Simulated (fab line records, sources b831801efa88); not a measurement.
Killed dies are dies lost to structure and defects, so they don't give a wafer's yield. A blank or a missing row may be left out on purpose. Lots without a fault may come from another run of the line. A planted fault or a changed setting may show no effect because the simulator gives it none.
fab line records | flow sky130
record lots=6 wafers=18 last_day=50
route steps=708 shown NWELL@65 PAD_OPEN@708
lots that met no fault: from a run of the same line without faults
start_h: hours from the record's first day to the start of the lot's first wafer shown | wait_h: hours since the lot's step before | " the same as in the row above | L1.1+2: a row that stands for several wafers | - no value, or no start given | * or withheld: withheld | < > ~ a bound
route shown NAME@n: a module of which the file shows steps, and the number in the route of the first | usual: mean/standard deviation of fault-free wafers | same: alike in all rows | chamber/n: place in a boat | sites: the reading at each site | _std_site: their standard deviation | _edge_site: outer sites' mean less inner sites' | radius_mm: how far each site lies from the wafer's centre | mask NAME#n: copy n | behind: the tool/chamber that last shaped the wafer | hold: why the lot was held/for how many hours/how that ended | device: the transistor (n, p or np) that didn't switch | end of line: the same wafers' tests at the end of the route | a step without rows: its recipe alone | killed: dies lost to structure and defects at the first sort, not the wafer's yield | map: a wafer's dies, x killed, . not, _ none there
set.NAME: the setting as run; set.NAME@STEP: as run at that earlier step | model.NAME: the simulator's own value behind a step, which no gauge read
lots at some steps of the route; a table a step, a row a wafer
services: from which hour (start_h, from the record's first day; less than 0 if before it) a tool's chamber was out of use, for how many hours, and why
## steps
# step SKY_NWELL_IMPLANT_12
# recipe species=P energy_kev=120 dose_cm2=1.3e+12 tilt_deg=withheld
# step SKY_NWELL_IMPLANT_13
# recipe species=P energy_kev=50 dose_cm2=7e+11 tilt_deg=withheld
# step SKY_NWELL_STRIP_14
# recipe chemistry=O2/N2 power_w=1400 pressure_mtorr=1500 platen_temp_c=withheld o2_flow_sccm=3000 n2_flow_sccm=300 overash_fraction=0.5
# usual drypump_motor_current_A=5.8/0.45 o2_flow_sccm=3000/9 oes_product_au=0.723/0.0049 strip_time_to_endpoint_s=36.95/0.096
# columns lot.wafer tool chamber start_h wait_h drypump_motor_current_A o2_flow_sccm oes_product_au rf_hours_counter_h strip_time_to_endpoint_s
L373.1 plasma_asher-03 1 102.57 0.1 5.8 3005 0.726 44 36.86
L373.4 " 1 " " 5.8 3006 0.726 - 36.94
L373.6 " 0 " " 5.3 2991 0.720 - 36.88
L374.2 plasma_asher-01 0 113.40 0.1 5.8 2989 0.725 45 36.80
L374.3 " 1 " " 6.6 3010 0.726 - 36.76
L374.4 " 0 " " 5.7 2988 0.724 - 36.83
L383.1 plasma_asher-03 0 161.77 0.1 5.3 3001 0.707 52 36.86
L383.4 " 0 " " 5.3 3002 0.725 - 37.02
L383.6 " 0 " " 5.3 3015 0.721 - 36.95
L385.2 plasma_asher-03 1 168.75 0.1 5.7 3007 0.723 53 36.90
L385.3 " 1 " " 5.7 2994 0.719 - 36.93
L385.5 " 1 " " 5.8 2989 0.723 - 37.04
L386.1 plasma_asher-02 0 180.32 0.1 5.3 3009 0.730 2 36.93
L386.3 " 0 " " 5.3 3012 0.718 - 36.91
L386.5 " 1 " " 5.6 3000 0.726 - 36.92
L389.3 plasma_asher-02 0 210.00 0.1 5.2 3012 0.722 - 36.92
L389.4 " 1 " " 5.6 3001 0.725 - 36.94
L389.5 " 0 " " 5.2 2990 0.725 - 36.88
# step SKY_NWELL_TW_MEAS_15
# usual NWELL_TW=1815/9
# columns lot.wafer tool chamber start_h wait_h NWELL_TW
L373.1 film_metro-01 - 102.67 0.1 1817
L373.4 " - " " 1821
L373.6 " - " " 1815
L374.2 film_metro-01 - 113.51 0.1 1807
L374.3 " - " " 1806
L374.4 " - " " 1804
L383.1 film_metro-03 - 161.87 0.1 1817
L383.4 " - " " 1812
L383.6 " - " " 1815
L385.2 film_metro-04 - 168.86 0.1 1818
L385.3 " - " " 1815
L385.5 " - " " 1828
L386.1 film_metro-03 - 180.42 0.1 1810
L386.3 " - " " 1806
L386.5 " - " " 1815
L389.3 film_metro-04 - 210.09 0.1 1800
L389.4 " - " " 1807
L389.5 " - " " 1793
# step SKY_NWELL_DEHYDRATE_16
# recipe temp_c=200 time_s=60
# step SKY_NWELL_HMDS_17
# recipe prime_time_s=60 prime_temp_c=120
# step SKY_NWELL_COAT_18
# recipe spin_rpm=2000 resist_thk_nm=3000
# step SKY_NWELL_SOFTBAKE_19
# recipe temp_c=110 time_s=withheld
# step SKY_NWELL_EXPOSE_20
# recipe mask_id=NWM_COMPLEMENT na=0.6 source_shape=conventional sigma_outer=0.6 polarization=unpolarized target_cd_nm=840 dose_mj=260
# step SKY_NWELL_PEB_21
# recipe temp_c=115 time_s=withheld
# step SKY_NWELL_DEVELOP_22
# recipe wall_angle_deg=90 developer=TMAH develop_time_s=60 dev_temp_c=23
# step SKY_NWELL_OVL_MEAS_23
# usual NWELL_01_OVL=0.0/1.3
# columns lot.wafer tool chamber start_h wait_h NWELL_01_OVL[nm]
L373.1 overlay-01 - 120.82 - -1.5
L373.4 " - " " -1.8
L373.6 " - " " -2.5
L374.2 overlay-01 - 130.79 - -0.5
L374.3 " - " " -0.8
L374.4 " - " " 1.0
L383.1 overlay-01 - 182.04 - 1.4
L383.4 " - " " -2.1
L383.6 " - " " -1.3
L385.2 overlay-02 - 189.59 - 0.9
L385.3 " - " " 1.7
L385.5 " - " " -0.5
L386.1 overlay-01 - 201.23 - 0.1
L386.3 " - " " 0.3
L386.5 " - " " -1.3
L389.3 overlay-02 - 231.75 - -0.5
L389.4 " - " " -0.5
L389.5 " - " " 0.1
# step SKY_NWELL_IMPLANT_24
# recipe species=B energy_kev=140 dose_cm2=9.2e+12 tilt_deg=withheld
# usual dose_ions_cm2=9.201e+12/9.1e+09 faraday_current_uA=51.6/1.1
# columns lot.wafer tool chamber start_h wait_h dose_ions_cm2 faraday_current_uA
L373.1 implanter-03 0 120.85 0.0 9.202e+12 52.2
L373.4 " 0 " " 9.195e+12 52.1
L373.6 " 0 " " 9.199e+12 51.7
L374.2 implanter-02 0 130.85 0.0 9.214e+12 52.9
L374.3 " 0 " " 9.198e+12 54.4
L374.4 " 0 " " 9.188e+12 51.9
L383.1 implanter-03 0 182.07 0.0 3.5384e+13 197.2
L383.4 " 0 " " 3.5384e+13 201.3
L383.6 " 0 " " 3.5379e+13 198.1
L385.2 implanter-03 0 189.65 0.0 3.5387e+13 201.5
L385.3 " 0 " " 3.5399e+13 200.6
L385.5 " 0 " " 3.54e+13 196.8
L386.1 implanter-02 0 201.27 0.0 9.206e+12 53.3
L386.3 " 0 " " 9.207e+12 52.5
L386.5 " 0 " " 9.215e+12 51.3
L389.3 implanter-04 0 231.82 0.1 9.186e+12 50.3
L389.4 " 0 " " 9.187e+12 50.4
L389.5 " 0 " " 9.198e+12 52.0
# step SKY_NWELL_STRIP_25
# recipe chemistry=O2/N2 power_w=1400 pressure_mtorr=1500 platen_temp_c=withheld o2_flow_sccm=3000 n2_flow_sccm=300 overash_fraction=0.5
# usual drypump_motor_current_A=5.7/0.42 o2_flow_sccm=2999/9.7 oes_product_au=0.722/0.0049 strip_time_to_endpoint_s=36.96/0.096
# columns lot.wafer tool chamber start_h wait_h drypump_motor_current_A o2_flow_sccm oes_product_au rf_hours_counter_h strip_time_to_endpoint_s
L373.1 plasma_asher-01 0 121.00 0.1 5.7 2996 0.721 46 37.02
L373.4 " 0 " " 5.7 2989 0.724 - 37.03
L373.6 " 1 " " 6.6 2997 0.720 - 37.09
L374.2 plasma_asher-01 1 130.97 0.1 6.6 3000 0.727 48 36.91
L374.3 " 0 " " 5.7 3002 0.715 - 36.79
L374.4 " 1 " " 6.6 2990 0.717 - 36.98
L383.1 plasma_asher-03 1 182.22 0.1 5.7 3002 0.720 54 37.00
L383.4 " 1 " " 5.7 2997 0.717 - 37.08
L383.6 " 0 " " 5.3 2983 0.723 - 37.12
L385.2 plasma_asher-02 1 189.77 0.1 5.6 3017 0.722 3 36.86
L385.3 " 1 " " 5.6 2997 0.717 - 36.99
L385.5 " 0 " " 5.3 2986 0.722 - 37.06
L386.1 plasma_asher-03 0 201.42 0.1 5.3 3009 0.717 56 36.92
L386.3 " 1 " " 5.7 2996 0.723 - 36.97
L386.5 " 1 " " 5.7 3000 0.725 - 37.03
L389.3 plasma_asher-03 0 231.96 0.1 5.3 3001 0.716 - 36.87
L389.4 " 1 " " 5.7 2984 0.715 - 36.85
L389.5 " 1 " " 5.7 2971 0.721 - 36.88
# step SKY_NWELL_TW_MEAS_26
# usual NWELL_2_TW=495.4/2.2
# columns lot.wafer tool chamber start_h wait_h NWELL_2_TW
L373.1 film_metro-03 - 121.10 0.1 495.3
L373.4 " - " " 498.5
L373.6 " - " " 494.4
L374.2 film_metro-01 - 131.08 0.1 493.8
L374.3 " - " " 492.9
L374.4 " - " " 494.1
L383.1 film_metro-03 - 182.32 0.1 750.2
L383.4 " - " " 755.8
L383.6 " - " " 754.8
L385.2 film_metro-04 - 189.88 0.1 756.0
L385.3 " - " " 761.2
L385.5 " - " " 757.9
L386.1 film_metro-01 - 201.52 0.1 494.0
L386.3 " - " " 493.0
L386.5 " - " " 494.9
L389.3 film_metro-03 - 232.04 0.1 494.3
L389.4 " - " " 494.7
L389.5 " - " " 497.5
# step SKY_NWELL_CLEAN_27
# recipe chemistry=SC1/SC2 mix=1:4:20 temp_c=70 time_s=150 dry=n2_spin
# step SKY_PAD_OPEN_PROBE_99
# usual killed_at_M0_to_M3=43/6.9 killed_at_M4_up=3.1/1.9 killed_at_contacts=24/5.4 killed_at_front_end=14/4.3 killed_at_other=0.3/0.53 killed_dies=84/9.5 killed_open=46/6.8 killed_short=38/6
# same gross_dies=492 killed_at_back_side=0
# columns lot.wafer tool chamber start_h wait_h killed_at_M0_to_M3 killed_at_M4_up killed_at_contacts killed_at_front_end killed_at_other killed_dies killed_open killed_short model.etest.pfet_16v.r_on_ohm_um model.etest.nfet_16v.r_on_ohm_um model.etest.res_iso_pwell.rs_ohm_sq model.etest.res_pwell_under_gate.rs_ohm_sq model.etest.res_iso_pwell.line_ohm_um model.etest.tip_n_5v.rs_ohm_sq model.etest.res_nwell.line_ohm_um model.etest.res_deep_nwell.rs_ohm_sq
L373.1 prober-01 - 1096.40 0.1 41 2 15 21 0 79 39 40 1.49e+04 1.402e+04 2723 2253 1018 1383 1155 2264
L373.4 prober-01 - 1096.55 0.2 50 1 29 10 1 91 49 42 1.515e+04 1.387e+04 2815 2280 1056 1394 1172 2239
L373.6 prober-01 - 1096.65 0.2 38 5 14 17 0 74 38 36 1.544e+04 1.405e+04 2924 2278 1106 1383 1206 2238
L374.2 prober-01 - 1099.35 0.1 46 4 31 18 0 99 50 48 1.528e+04 1.403e+04 2722 2278 1017 1364 1133 2232
L374.3 prober-01 - 1099.40 0.2 35 0 21 15 1 72 43 29 1.537e+04 1.392e+04 2837 2306 1064 1375 1162 2203
L374.4 prober-01 - 1099.45 0.2 46 2 19 11 0 78 50 28 1.536e+04 1.389e+04 2832 2284 1070 1356 1153 2192
L383.1 prober-01 - 1157.14 0.1 41 3 30 11 0 85 53 32 9396 1.58e+04 1096 937.2 396.7 1624 1361 2399
L383.4 prober-01 - 1157.29 0.2 39 5 24 16 0 84 45 39 9473 1.588e+04 1182 944.1 429.4 1629 1433 2368
L383.6 prober-01 - 1157.39 0.2 39 4 19 11 1 74 38 36 9351 1.568e+04 1097 937.3 397.1 1629 1393 2387
L386.1 prober-02 - 1168.81 0.1 33 5 25 14 0 77 36 41 1.547e+04 1.401e+04 3455 2297 1331 1400 1090 2214
L386.3 prober-02 - 1168.91 0.2 40 3 23 12 0 78 50 28 1.565e+04 1.4e+04 3718 2305 1416 1398 1118 2184
L386.5 prober-02 - 1169.01 0.2 42 1 26 6 0 75 50 25 1.566e+04 1.405e+04 3607 2325 1385 1399 1103 2188
L385.2 prober-02 - 1172.51 0.1 41 3 13 10 0 67 31 36 9282 1.862e+04 1261 951.2 458.3 1658 1238 2347
L385.3 prober-02 - 1172.56 0.2 32 2 26 7 1 68 43 25 9154 1.838e+04 1278 938.2 468.2 1645 1224 2346
L385.5 prober-02 - 1172.66 0.2 43 4 32 25 0 104 53 50 9242 1.878e+04 1278 937.3 467.2 1660 1244 2379
L389.3 prober-01 - 1194.96 0.2 35 1 16 14 0 66 38 28 1.495e+04 1.434e+04 3230 2300 1220 1391 1039 2234
L389.4 prober-01 - 1195.01 0.2 44 3 18 16 1 82 38 44 1.518e+04 1.43e+04 3294 2291 1256 1388 1042 2205
L389.5 prober-01 - 1195.06 0.2 47 3 32 9 1 92 49 43 1.544e+04 1.433e+04 3420 2287 1311 1400 1064 2226
# killed by level:class
L373.1 FIELD_ISO:geometric_particle:short=7 LI_CONTACT:geometric_particle:open=7 VIA2:geometric_particle:open=7 FIELD_ISO:geometric_particle:open=6 VIA1:geometric_particle:open=5 METAL2:geometric_particle:short=5 VIA2:geometric_particle:short=5 VIA3:geometric_particle:open=5
L373.4 CONTACT:geometric_particle:open=10 VIA2:geometric_particle:open=8 LOCAL_INTERCONNECT:geometric_particle:short=8 METAL2:geometric_particle:short=8 VIA3:geometric_particle:open=8 LI_CONTACT:geometric_particle:open=7 METAL1:geometric_particle:short=5 VIA1:geometric_particle:open=5
L373.6 VIA1:geometric_particle:open=9 VIA2:geometric_particle:open=6 FIELD_ISO:geometric_particle:open=4 METAL4:geometric_particle:short=4 POLY_GATE:geometric_particle:short=4 METAL1:geometric_particle:short=4 VIA3:geometric_particle:short=4 VIA3:geometric_particle:open=4
L374.2 VIA1:geometric_particle:open=12 LI_CONTACT:geometric_particle:open=8 LOCAL_INTERCONNECT:geometric_particle:short=7 CONTACT:geometric_particle:short=7 CONTACT:geometric_particle:open=7 METAL2:geometric_particle:short=7 METAL1:geometric_particle:short=5 VIA3:geometric_particle:open=5
L374.3 VIA1:geometric_particle:open=9 LI_CONTACT:geometric_particle:open=7 CONTACT:geometric_particle:open=7 VIA3:geometric_particle:open=6 LOCAL_INTERCONNECT:geometric_particle:short=5 METAL2:geometric_particle:short=5 POLY_GATE:geometric_particle:open=4 POLY_GATE:geometric_particle:short=3
L374.4 VIA1:geometric_particle:open=11 VIA2:geometric_particle:open=11 CONTACT:geometric_particle:open=7 METAL1:geometric_particle:short=7 LI_CONTACT:geometric_particle:open=6 VIA3:geometric_particle:open=5 FIELD_ISO:geometric_particle:short=3 FIELD_ISO:geometric_particle:open=3
L383.1 CONTACT:geometric_particle:open=10 VIA2:geometric_particle:open=10 VIA1:geometric_particle:open=9 LI_CONTACT:geometric_particle:open=8 CONTACT:geometric_particle:short=6 LOCAL_INTERCONNECT:geometric_particle:short=4 VIA3:geometric_particle:open=4 FIELD_ISO:geometric_particle:short=3
L383.4 LI_CONTACT:geometric_particle:open=9 METAL2:geometric_particle:short=9 VIA1:geometric_particle:open=7 CONTACT:geometric_particle:open=6 POLY_GATE:geometric_particle:open=5 METAL1:geometric_particle:short=5 FIELD_ISO:geometric_particle:open=4 VIA2:geometric_particle:open=4
L383.6 VIA1:geometric_particle:open=9 CONTACT:geometric_particle:open=7 FIELD_ISO:geometric_particle:short=5 VIA2:geometric_particle:open=5 LI_CONTACT:geometric_particle:open=5 CONTACT:geometric_particle:short=5 METAL2:geometric_particle:short=5 VIA3:geometric_particle:open=5
L386.1 CONTACT:geometric_particle:open=9 LI_CONTACT:geometric_particle:open=7 POLY_GATE:geometric_particle:short=6 VIA1:geometric_particle:open=6 VIA2:geometric_particle:short=6 METAL1:geometric_particle:short=5 VIA2:geometric_particle:open=5 LOCAL_INTERCONNECT:geometric_particle:short=4
L386.3 VIA1:geometric_particle:open=14 CONTACT:geometric_particle:open=10 FIELD_ISO:geometric_particle:open=7 VIA2:geometric_particle:open=6 LI_CONTACT:geometric_particle:short=5 LI_CONTACT:geometric_particle:open=4 VIA3:geometric_particle:open=4 FIELD_ISO:geometric_particle:short=3
L386.5 VIA1:geometric_particle:open=16 LI_CONTACT:geometric_particle:open=8 CONTACT:geometric_particle:open=8 VIA3:geometric_particle:open=6 VIA2:geometric_particle:open=6 CONTACT:geometric_particle:short=4 LI_CONTACT:geometric_particle:short=3 METAL1:geometric_particle:short=3
L385.2 VIA1:geometric_particle:short=10 VIA3:geometric_particle:open=7 VIA1:geometric_particle:open=7 METAL2:geometric_particle:short=5 LI_CONTACT:geometric_particle:short=5 FIELD_ISO:geometric_particle:short=4 METAL1:geometric_particle:short=4 CONTACT:geometric_particle:open=4
L385.3 VIA1:geometric_particle:open=11 LI_CONTACT:geometric_particle:open=8 CONTACT:geometric_particle:open=8 VIA2:geometric_particle:open=6 LOCAL_INTERCONNECT:geometric_particle:short=4 METAL1:geometric_particle:short=4 VIA3:geometric_particle:open=3 FIELD_ISO:geometric_particle:open=2
L385.5 VIA1:geometric_particle:open=15 FIELD_ISO:geometric_particle:short=11 CONTACT:geometric_particle:open=11 CONTACT:geometric_particle:short=8 FIELD_ISO:geometric_particle:open=7 VIA1:geometric_particle:short=7 LI_CONTACT:geometric_particle:open=6 VIA2:geometric_particle:open=5
L389.3 VIA3:geometric_particle:open=8 CONTACT:geometric_particle:open=7 VIA1:geometric_particle:open=7 POLY_GATE:geometric_particle:open=6 METAL2:geometric_particle:short=6 METAL3:geometric_particle:short=4 FIELD_ISO:geometric_particle:short=3 VIA1:geometric_particle:short=3
L389.4 VIA1:geometric_particle:open=8 CONTACT:geometric_particle:open=7 VIA3:geometric_particle:open=7 CONTACT:geometric_particle:short=6 VIA2:geometric_particle:open=6 FIELD_ISO:geometric_particle:short=5 VIA1:geometric_particle:short=5 METAL2:geometric_particle:short=5
L389.5 VIA1:geometric_particle:open=13 CONTACT:geometric_particle:short=9 CONTACT:geometric_particle:open=8 LI_CONTACT:geometric_particle:open=8 VIA1:geometric_particle:short=6 METAL2:geometric_particle:short=6 VIA2:geometric_particle:open=6 LI_CONTACT:geometric_particle:short=5
## services
# columns tool chamber start_h hours kind
plasma_asher-01 - 80.70 6.3 repair
implanter-03 - 82.73 3.1 repair
implanter-03 - 112.93 4.4 pm
implanter-02 - 134.17 31.2 pm
plasma_asher-02 - 149.79 9.0 pm
plasma_asher-02 0 149.79 9.0 vent_cycle
plasma_asher-02 1 149.79 9.0 vent_cycle
plasma_asher-02 0 158.79 - clean
plasma_asher-02 1 158.79 - clean
implanter-02 - 165.34 5.1 pm
implanter-04 - 182.92 1.8 repair
plasma_asher-01 - 221.07 2.8 pm
## key
first_sign step=SKY_NWELL_IMPLANT_24 reading=dose_ions_cm2 direction=up sigmas=99+ usual=* struck=*
effect step=SKY_NWELL_IMPLANT_24 reading=faraday_current_uA direction=up sigmas=99+ usual=51.6 struck=199.3
effect step=SKY_NWELL_TW_MEAS_26 reading=NWELL_2_TW direction=up sigmas=99+ usual=495.4 struck=756.0
model_effect step=SKY_PAD_OPEN_PROBE_99 value=etest.pfet_16v.r_on_ohm_um without=1.55e+04 struck=9316
met_at SKY_NWELL_IMPLANT_24
struck_wafers L383.1,L383.4,L383.6,L385.2,L385.3,L385.5
tester_left_out L383,L385
onset_between 120.85 182.07
fault kind=process_parameter_drift tool=implanter-03 chamber=- onset_h=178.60 steps=SKY_NWELL_IMPLANT_24 channel=dose_cm2 offset=* shape=step end_h=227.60 acts_in=* stated=*
# tester_left_out: of these lots the tester's yield and bins aren't shown, on N5 and GAA mostly nor the transistor test; their killed dies are dies lost to structure and defects alone, not to doping, threshold or leakage, so they don't give the yield
